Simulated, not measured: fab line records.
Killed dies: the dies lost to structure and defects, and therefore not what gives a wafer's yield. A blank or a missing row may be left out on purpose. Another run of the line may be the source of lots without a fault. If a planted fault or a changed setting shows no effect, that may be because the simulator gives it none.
Which tool did it? -- flow gf180mcu -- 18 wafers from 6 lots sampled at 3 of the route's 602 steps

== WHAT THE GAUGES READ, wafer by wafer ==
GF_M2_OVL_MEAS_15.
lot,measured,on,M2_OVL (nm)
L354,day 20 04:21,overlay-01,-1 -6 -7
L360,day 22 03:20,overlay-01,2 8 11
L367,day 24 19:04,overlay-02,4 4 -1
L370,day 25 16:29,overlay-02,-7 -15 -14
L372,day 26 09:05,overlay-01,-4 -7 -5
L374,day 26 19:05,overlay-01,1 8 1

== WHICH TOOL RAN EACH LOT (tool, then ch and the chambers of the sampled wafers, then the start) ==
lot,GF_POLY_GATE_CVD_00,GF_HV_LDD_STRIP_10
L354,"lpcvd-01 ch 1, day 9 02:35","plasma asher-02 ch 0,1, day 10 18:17"
L360,"lpcvd-02 ch 0, day 10 14:38","plasma asher-02 ch 0,1, day 12 08:22"
L367,"lpcvd-02 ch 1, day 12 19:51","plasma asher-04 ch 0,1, day 14 16:51"
L370,"lpcvd-02 ch 0, day 13 16:21","plasma asher-04 ch 0,1, day 15 15:31"
L372,"lpcvd-02 ch 1, day 14 07:58","plasma asher-04 ch 0,1, day 16 08:44"
L374,"lpcvd-01 ch 0, day 14 20:49","plasma asher-04 ch 0,1, day 16 21:06"
- GF_POLY_GATE_CVD_00: deposits poly-Si, target thk 200 nm, time 1200 s.
- GF_HV_LDD_STRIP_10: strips in O2/N2.

== THE ANSWER, worked out from the rows above alone ==
Rule: usual is defined by the lots themselves. Put in order of their means at a reading, lots are off if they are a third of the lots or fewer, leave a main group of 4 or more, and stand apart from it by a gap of 3 or more times the standard deviation of the main group's means; of several such gaps the widest counts. A main group is skipped when, at the precision printed for the reading in the tables above, its means are all equal. Also off: a lot with no number at a reading for which 4 or more lots have one. Where the step has rows for the other lots, those lots are counted as sound.
No lot is off at any reading shown: from this, nothing can be told.

== WHAT THE SIMULATOR PUT IN ==
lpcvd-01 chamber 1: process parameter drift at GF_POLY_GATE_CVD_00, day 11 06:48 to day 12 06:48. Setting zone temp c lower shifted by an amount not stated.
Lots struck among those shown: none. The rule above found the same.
